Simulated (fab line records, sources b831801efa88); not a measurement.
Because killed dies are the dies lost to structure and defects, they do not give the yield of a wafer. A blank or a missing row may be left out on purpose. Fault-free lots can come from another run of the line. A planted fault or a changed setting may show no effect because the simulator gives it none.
fab line records + flow sky130
record:
- lots: 6
- wafers: 18
- lastDay: 50
route steps=708 shown VT_ADJUST_PCH@148 SONOS_TUNNEL@154
lots with no fault: from the same line, run without faults
startH: start of the lot's first displayed wafer, in hours after the record's first day + waitH: time in hours since the lot's previous step + " the same as in the row above + L1.1+2: a single row standing in for several wafers + - either no value or no given start + * or withheld: withheld + < > ~ a bound
route shown NAME@n: names a module that has steps shown in the file, with the first one's number in the route + usual: average and standard deviation across the fault-free wafers + same: alike in all rows + chamber/n: place in a boat + sites: per-site readings + _std_site: standard deviation across them + _edge_site: mean of outer sites minus mean of inner sites + radiusMm: how far each site lies from the wafer's centre + mask NAME#n: copy n + behind: tool/chamber where the wafer was last shaped + hold: reason for holding the lot/hours on hold/outcome of the hold + device: the n, p or np transistor that did not switch + end of line: tests run on the same wafers once the route is complete + a step with no rows: only its recipe + killed: dies lost to structure and defects at the first sort, not the wafer's yield + map: per-die view of a wafer (x killed, . not killed, _ where there is no die)
set.NAME: the setting the step ran with; set.NAME@STEP: the setting that earlier step ran with + model.NAME: the simulator's own value behind a step, which no gauge read
a table for each step, a row for each wafer; lots at some steps of the route
services: the hour from which a tool's chamber was out of use, counted from the record's first day as startH (under 0 if before that day), plus the number of hours and why
== steps ==
step: SKY_VT_ADJUST_PCH_PEB_05
recipe:
- tempC: 115
- timeS: withheld
step: SKY_VT_ADJUST_PCH_DEVELOP_06
recipe:
- wallAngleDeg: 90
- developer: TMAH
- developTimeS: 60
- devTempC: 23
step: SKY_VT_ADJUST_PCH_OVL_MEAS_07
usual:
- VT_ADJUST_PCH_OVL: -0.1/1.8
| lot.wafer | tool       | chamber | startH | waitH | VT_ADJUST_PCH_OVL[nm] |
|-----------|------------|---------|--------|-------|-----------------------|
| L335.1    | overlay-02 | -       | 265.16 | -     | -2.1                  |
| L335.2    | "          | -       | "      | "     | -2.2                  |
| L335.6    | "          | -       | "      | "     | -1.3                  |
| L342.2    | overlay-01 | -       | 316.53 | -     | 1.4                   |
| L342.3    | "          | -       | "      | "     | 3.5                   |
| L342.4    | "          | -       | "      | "     | 3.2                   |
| L343.1    | overlay-02 | -       | 324.13 | -     | 2.5                   |
| L343.3    | "          | -       | "      | "     | 0.2                   |
| L343.4    | "          | -       | "      | "     | 0.9                   |
| L350.1    | overlay-02 | -       | 376.12 | -     | -0.5                  |
| L350.3    | "          | -       | "      | "     | -0.4                  |
| L350.6    | "          | -       | "      | "     | -0.5                  |
| L351.1    | overlay-01 | -       | 381.68 | -     | -2.4                  |
| L351.3    | "          | -       | "      | "     | -1.0                  |
| L351.5    | "          | -       | "      | "     | -0.8                  |
| L352.1    | overlay-02 | -       | 395.43 | -     | 0.2                   |
| L352.2    | "          | -       | "      | "     | 0.6                   |
| L352.3    | "          | -       | "      | "     | -0.3                  |
step: SKY_VT_ADJUST_PCH_IMPLANT_08
recipe:
- species: B
- energyKev: 10
- doseCm2: 5e+11
- tiltDeg: withheld
step: SKY_VT_ADJUST_PCH_STRIP_09
recipe:
- chemistry: O2/N2
- powerW: 1400
- pressureMtorr: 1500
- platenTempC: withheld
- o2FlowSccm: 3000
- n2FlowSccm: 300
- overashFraction: 0.5
usual:
- drypumpMotorCurrentA: 5.9/0.37
- oesProductAu: 0.722/0.0043
- stripTimeToEndpointS: 36.90/0.096
| lot.wafer | tool           | chamber | startH | waitH | drypumpMotorCurrentA | oesProductAu | rfHoursCounterH | stripTimeToEndpointS |
|-----------|----------------|---------|--------|-------|----------------------|--------------|-----------------|----------------------|
| L335.1    | plasmaAsher-02 | 1       | 265.34 | 0.1   | 6.0                  | 0.726        | 56              | 36.83                |
| L335.2    | "              | 0       | "      | "     | 5.9                  | 0.723        | 56              | 36.88                |
| L335.6    | "              | 0       | "      | "     | 6.0                  | 0.723        | -               | 36.79                |
| L342.2    | plasmaAsher-03 | 0       | 316.71 | 0.1   | 6.3                  | 0.720        | 45              | 36.98                |
| L342.3    | "              | 1       | "      | "     | 5.8                  | 0.722        | -               | 36.99                |
| L342.4    | "              | 0       | "      | "     | 6.3                  | 0.736        | -               | 36.88                |
| L343.1    | plasmaAsher-04 | 1       | 324.31 | 0.1   | 6.3                  | 0.724        | 65              | 36.89                |
| L343.3    | "              | 0       | "      | "     | 5.4                  | 0.730        | -               | 36.87                |
| L343.4    | "              | 1       | "      | "     | 6.3                  | 0.720        | -               | 36.91                |
| L350.1    | plasmaAsher-04 | 0       | 376.31 | 0.1   | 5.4                  | 0.718        | 70              | 36.96                |
| L350.3    | "              | 0       | "      | "     | 5.4                  | 0.723        | -               | 36.90                |
| L350.6    | "              | 0       | "      | "     | 5.4                  | 0.720        | -               | 36.82                |
| L351.1    | plasmaAsher-04 | 1       | 381.86 | 0.1   | 6.3                  | 0.716        | 71              | 36.82                |
| L351.3    | "              | 0       | "      | "     | 5.4                  | 0.726        | -               | 36.97                |
| L351.5    | "              | 0       | "      | "     | 5.4                  | 0.714        | -               | 36.92                |
| L352.1    | plasmaAsher-04 | 0       | 395.61 | 0.1   | 5.4                  | 0.729        | 72              | 36.84                |
| L352.2    | "              | 1       | "      | "     | 6.3                  | 0.720        | 72              | 36.85                |
| L352.3    | "              | 0       | "      | "     | 5.4                  | 0.716        | -               | 36.79                |
step: SKY_VT_ADJUST_PCH_TW_MEAS_10
usual:
- VT_ADJUST_PCH_TW: 141.3/0.83
| lot.wafer | tool         | chamber | startH | waitH | VT_ADJUST_PCH_TW |
|-----------|--------------|---------|--------|-------|------------------|
| L335.1    | filmMetro-04 | -       | 265.44 | 0.1   | 141.5            |
| L335.2    | "            | -       | "      | "     | 142.6            |
| L335.6    | "            | -       | "      | "     | 141.3            |
| L342.2    | filmMetro-04 | -       | 316.82 | 0.1   | 141.4            |
| L342.3    | "            | -       | "      | "     | 141.7            |
| L342.4    | "            | -       | "      | "     | 141.9            |
| L343.1    | filmMetro-04 | -       | 324.41 | 0.1   | 141.5            |
| L343.3    | "            | -       | "      | "     | 141.7            |
| L343.4    | "            | -       | "      | "     | 141.7            |
| L350.1    | filmMetro-02 | -       | 376.41 | 0.1   | 141.2            |
| L350.3    | "            | -       | "      | "     | 141.4            |
| L350.6    | "            | -       | "      | "     | 141.6            |
| L351.1    | filmMetro-04 | -       | 381.96 | 0.1   | 141.5            |
| L351.3    | "            | -       | "      | "     | 141.0            |
| L351.5    | "            | -       | "      | "     | 142.3            |
| L352.1    | filmMetro-02 | -       | 395.71 | 0.1   | 139.8            |
| L352.2    | "            | -       | "      | "     | 139.3            |
| L352.3    | "            | -       | "      | "     | 140.3            |
step: SKY_SONOS_TUNNEL_DEHYDRATE_00
recipe:
- tempC: 200
- timeS: 60
step: SKY_SONOS_TUNNEL_HMDS_01
recipe:
- primeTimeS: 60
- primeTempC: 120
step: SKY_SONOS_TUNNEL_COAT_02
recipe:
- resist: NOVOLAK
- spinRpm: 3000
- resistThkNm: 1140
step: SKY_SONOS_TUNNEL_SOFTBAKE_03
recipe:
- tempC: 90
- timeS: 60
- resist: NOVOLAK
step: SKY_SONOS_TUNNEL_EXPOSE_04
recipe:
- maskId: TUNM
- na: 0.6
- sourceShape: conventional
- sigmaOuter: 0.6
- polarization: unpolarized
- targetCdNm: 410
- doseMj: 136
step: SKY_SONOS_TUNNEL_PEB_05
recipe:
- tempC: withheld
- timeS: *
- resist: NOVOLAK
step: SKY_SONOS_TUNNEL_DEVELOP_06
recipe:
- resist: NOVOLAK
- developer: TMAH
- developTimeS: 60.75
- devTempC: 23
usual:
- chillPlateTempC: 22.98/0.1
- developTimeS: 60.75/0
| lot.wafer | tool          | chamber | startH | waitH | chillPlateTempC | developTimeS |
|-----------|---------------|---------|--------|-------|-----------------|--------------|
| L335.1    | lithoTrack-04 | 0       | 288.04 | 0.1   | 22.98           | 60.75        |
| L335.2    | "             | 0       | "      | "     | 23.06           | 60.75        |
| L335.6    | "             | 0       | "      | "     | 22.88           | 60.75        |
| L342.2    | lithoTrack-01 | -       | 342.90 | 0.1   | -               | -            |
| L342.3    | "             | -       | "      | "     | -               | -            |
| L342.4    | "             | -       | "      | "     | -               | -            |
| L343.1    | lithoTrack-03 | -       | 351.58 | 0.1   | -               | -            |
| L343.3    | "             | -       | "      | "     | -               | -            |
| L343.4    | "             | -       | "      | "     | -               | -            |
| L350.1    | lithoTrack-03 | 0       | 406.33 | 0.1   | 22.92           | 60.75        |
| L350.3    | "             | 0       | "      | "     | 22.85           | 60.75        |
| L350.6    | "             | 0       | "      | "     | 22.88           | 60.75        |
| L351.1    | lithoTrack-03 | 0       | 411.53 | 0.1   | 23.16           | 60.75        |
| L351.3    | "             | 0       | "      | "     | 23.04           | 60.75        |
| L351.5    | "             | 0       | "      | "     | 22.98           | 60.75        |
| L352.1    | lithoTrack-01 | 0       | 425.57 | 0.1   | 22.83           | 60.75        |
| L352.2    | "             | 0       | "      | "     | 22.99           | 60.75        |
| L352.3    | "             | 0       | "      | "     | 22.90           | 60.75        |
step: SKY_SONOS_TUNNEL_CD_MEAS_07
recipe:
- targetCdNm: 410
usual:
- cdNm: 410.6/2.2
| lot.wafer | tool     | chamber | startH | waitH | cdNm  |
|-----------|----------|---------|--------|-------|-------|
| L335.1    | cdSem-02 | -       | 288.19 | 0.1   | 407.7 |
| L335.2    | "        | -       | "      | "     | 409.7 |
| L335.6    | "        | -       | "      | "     | 407.4 |
| L342.2    | cdSem-01 | -       | 343.04 | 0.1   | -     |
| L342.3    | "        | -       | "      | "     | -     |
| L342.4    | "        | -       | "      | "     | -     |
| L343.1    | cdSem-02 | -       | 351.73 | 0.1   | -     |
| L343.3    | "        | -       | "      | "     | -     |
| L343.4    | "        | -       | "      | "     | -     |
| L350.1    | cdSem-02 | -       | 406.48 | 0.1   | 414.1 |
| L350.3    | "        | -       | "      | "     | 414.2 |
| L350.6    | "        | -       | "      | "     | 414.8 |
| L351.1    | cdSem-01 | -       | 411.68 | 0.1   | 411.9 |
| L351.3    | "        | -       | "      | "     | 410.4 |
| L351.5    | "        | -       | "      | "     | 411.5 |
| L352.1    | cdSem-02 | -       | 425.72 | 0.1   | 410.1 |
| L352.2    | "        | -       | "      | "     | 410.5 |
| L352.3    | "        | -       | "      | "     | 411.0 |
== services ==
| tool           | chamber | startH | hours | kind                     |
|----------------|---------|--------|-------|--------------------------|
| plasmaAsher-03 | -       | 288.97 | 14.6  | pm                       |
| plasmaAsher-03 | -       | 311.53 | 1.6   | repair                   |
| plasmaAsher-02 | -       | 313.38 | 0.7   | repair                   |
| plasmaAsher-04 | -       | 349.90 | 0.6   | repair                   |
| plasmaAsher-03 | -       | 373.57 | 0.6   | repair                   |
| plasmaAsher-04 | -       | 385.52 | 1.2   | repair                   |
| lithoTrack-03  | -       | 399.84 | -     | consumableReplace:filter |
| plasmaAsher-02 | -       | 421.25 | 9.0   | pm                       |
| plasmaAsher-02 | 0       | 421.25 | 9.0   | ventCycle                |
| plasmaAsher-02 | 1       | 421.25 | 9.0   | ventCycle                |
== key ==
firstSign:
- step: SKY_SONOS_TUNNEL_DEVELOP_06
- reading: toolRecord
- direction: missing
effect none on later readings
metAt SKY_SONOS_TUNNEL_DEVELOP_06
struckWafers L342.2,L342.3,L342.4,L343.1,L343.3,L343.4
laterRowsLeftOut L342.2,L342.3,L342.4,L343.1,L343.3,L343.4
sortLeftOut L342.2,L342.3,L342.4,L343.1,L343.3,L343.4
testerLeftOut L342,L343
fault:
- kind: skippedStepWhole
- tool: lithoTrack-01,lithoTrack-03
- chamber: -
- onsetH: 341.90
- steps: SKY_SONOS_TUNNEL_DEVELOP_06
- scope: struckLotsOnly
testerLeftOut: of these lots the tester's yield and bins aren't shown, on N5 and GAA mostly nor the transistor test; their killed dies are dies lost to structure and defects alone, not to doping, threshold or leakage, so they don't give the yield
sortLeftOut: the simulated sort isn't trusted on such a fault, so these wafers' sort isn't shown, and their yield isn't known
laterRowsLeftOut: the simulator's readings of these wafers behind a module that went badly wrong aren't trusted and aren't shown, but for the sort
